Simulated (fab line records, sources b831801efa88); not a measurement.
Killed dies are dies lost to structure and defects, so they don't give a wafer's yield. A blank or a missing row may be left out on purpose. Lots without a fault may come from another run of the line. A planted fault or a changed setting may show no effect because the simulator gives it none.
fab line records | flow sky130
record lots=5 wafers=15 last_day=50
route steps=708 shown METAL1@440
lots that met no fault: from a run of the same line without faults
start_h: hours from the record's first day to the start of the lot's first wafer shown | wait_h: hours since the lot's step before | " the same as in the row above | L1.1+2: a row that stands for several wafers | - no value, or no start given | * or withheld: withheld | < > ~ a bound
route shown NAME@n: a module of which the file shows steps, and the number in the route of the first | usual: mean/standard deviation of fault-free wafers | same: alike in all rows | chamber/n: place in a boat | sites: the reading at each site | _std_site: their standard deviation | _edge_site: outer sites' mean less inner sites' | radius_mm: how far each site lies from the wafer's centre | mask NAME#n: copy n | behind: the tool/chamber that last shaped the wafer | hold: why the lot was held/for how many hours/how that ended | device: the transistor (n, p or np) that didn't switch | end of line: the same wafers' tests at the end of the route | a step without rows: its recipe alone | killed: dies lost to structure and defects at the first sort, not the wafer's yield | map: a wafer's dies, x killed, . not, _ none there
set.NAME: the setting as run; set.NAME@STEP: as run at that earlier step | model.NAME: the simulator's own value behind a step, which no gauge read
lots at some steps of the route; a table a step, a row a wafer
services: from which hour (start_h, from the record's first day; less than 0 if before it) a tool's chamber was out of use, for how many hours, and why
## steps
# step SKY_METAL1_THK_MEAS_06
# recipe thk_meas_gauge=xrf reads=AlCu_of_METAL1_SPUTTER_02
# usual METAL1_ALCU_THK=250/3
# columns lot.wafer tool chamber start_h wait_h METAL1_ALCU_THK[nm]
L075.3 film_metro-01 - 747.69 0.1 251
L075.4 " - " " 248
L075.5 " - " " 253
L077.3 film_metro-03 - 763.70 0.1 258
L077.4 " - " " 248
L077.5 " - " " 253
L088.2 film_metro-02 - 856.60 0.1 250
L088.5 " - " " 252
L088.6 " - " " 251
L092.2 film_metro-02 - 879.93 0.1 246
L092.3 " - " " 247
L092.4 " - " " 245
L095.1 film_metro-01 - 904.23 0.1 249
L095.4 " - " " 250
L095.5 " - " " 247
# step SKY_METAL1_DEHYDRATE_07
# recipe temp_c=200 time_s=60
# columns lot.wafer tool chamber start_h wait_h
L075.3+4+5 litho_track-02 0 760.62 12.9
L077.3+4+5 litho_track-02 0 776.37 12.7
L088.2+5+6 litho_track-02 0 868.84 12.2
L092.2+3+4 litho_track-03 0 892.11 12.2
L095.1+4+5 litho_track-04 0 915.94 11.7
# step SKY_METAL1_HMDS_08
# recipe prime_time_s=60 prime_temp_c=120
# columns lot.wafer tool chamber start_h wait_h
L075.3+4+5 litho_track-02 0 760.77 0.1
L077.3+4+5 litho_track-02 0 776.52 0.1
L088.2+5+6 litho_track-02 0 868.99 0.1
L092.2+3+4 litho_track-03 0 892.26 0.1
L095.1+4+5 litho_track-04 0 916.09 0.1
# step SKY_METAL1_COAT_09
# recipe resist=BARC temp_c=withheld time_s=withheld spin_rpm=3000 resist_thk_nm=60
# usual spin_speed_rpm=3000.4/1.9
# columns lot.wafer tool chamber start_h wait_h spin_speed_rpm
L075.3 litho_track-02 0 760.92 0.1 2999.5
L075.4 " 0 " " 2999.6
L075.5 " 0 " " 3001.1
L077.3 litho_track-02 0 776.67 0.1 3002.5
L077.4 " 0 " " 2997.2
L077.5 " 0 " " 3001.6
L088.2 litho_track-02 0 869.14 0.1 3004.8
L088.5 " 0 " " 3002.5
L088.6 " 0 " " 2999.0
L092.2 litho_track-03 0 892.41 0.1 3002.5
L092.3 " 0 " " 3002.3
L092.4 " 0 " " 3004.2
L095.1 litho_track-04 0 916.24 0.1 3001.1
L095.4 " 0 " " 2999.5
L095.5 " 0 " " 2999.5
# step SKY_METAL1_COAT_10
# recipe resist=KrF-thick spin_rpm=3000 resist_thk_nm=450
# usual spin_speed_rpm=3000.0/2
# columns lot.wafer tool chamber start_h wait_h spin_speed_rpm
L075.3 litho_track-02 0 - - 2998.2
L075.4 " 0 " " 3002.3
L075.5 " 0 " " 3001.1
L077.3 litho_track-02 0 - - 3000.8
L077.4 " 0 " " 3003.1
L077.5 " 0 " " 3001.5
L088.2 litho_track-02 0 - - 2996.8
L088.5 " 0 " " 3001.2
L088.6 " 0 " " 3001.6
L092.2 litho_track-03 0 - - 3000.5
L092.3 " 0 " " 3000.2
L092.4 " 0 " " 3000.2
L095.1 litho_track-04 0 - - 2997.9
L095.4 " 0 " " 3002.0
L095.5 " 0 " " 2999.2
# step SKY_METAL1_SOFTBAKE_11
# recipe temp_c=100 time_s=90 resist=KrF-thick
# columns lot.wafer tool chamber start_h wait_h
L075.3+4+5 litho_track-02 0 - -
L077.3+4+5 litho_track-02 0 - -
L088.2+5+6 litho_track-02 0 - -
L092.2+3+4 litho_track-03 0 - -
L095.1+4+5 litho_track-04 0 - -
# step SKY_METAL1_EXPOSE_12
# recipe mask_id=MM1 na=0.8 source_shape=annular sigma_inner=0.55 sigma_outer=0.85 target_cd_nm=140 dose_mj=28
# columns lot.wafer tool chamber start_h wait_h mask
L075.3+4+5 krf_scanner-02 0 - - MM1#0
L077.3+4+5 krf_scanner-02 0 - - MM1#0
L088.2+5+6 krf_scanner-02 0 - - MM1#0
L092.2+3+4 krf_scanner-02 0 - - MM1#0
L095.1+4+5 krf_scanner-01 0 - - MM1#0
# step SKY_METAL1_PEB_13
# recipe peb_temp_c=withheld peb_time_s=withheld resist=KrF-thick
# columns lot.wafer tool chamber start_h wait_h
L075.3+4+5 litho_track-04 0 - -
L077.3+4+5 litho_track-03 0 - -
L088.2+5+6 litho_track-03 0 - -
L092.2+3+4 litho_track-02 0 - -
L095.1+4+5 litho_track-04 0 - -
## services
# columns tool chamber start_h hours kind
krf_scanner-02 - 757.48 1.0 pm
krf_scanner-01 - 766.63 0.8 pm
krf_scanner-01 - 768.71 1.3 pm
krf_scanner-01 - 777.07 1.0 pm
krf_scanner-02 - 799.00 3.0 repair
krf_scanner-02 - 800.03 2.3 repair
krf_scanner-01 - 811.37 3.6 pm
krf_scanner-02 - 827.56 0.8 pm
krf_scanner-02 - 833.27 1.3 pm
krf_scanner-01 - 901.17 1.2 repair
krf_scanner-02 - 919.99 3.6 pm
krf_scanner-02 - 926.47 1.0 pm
## key
fault none
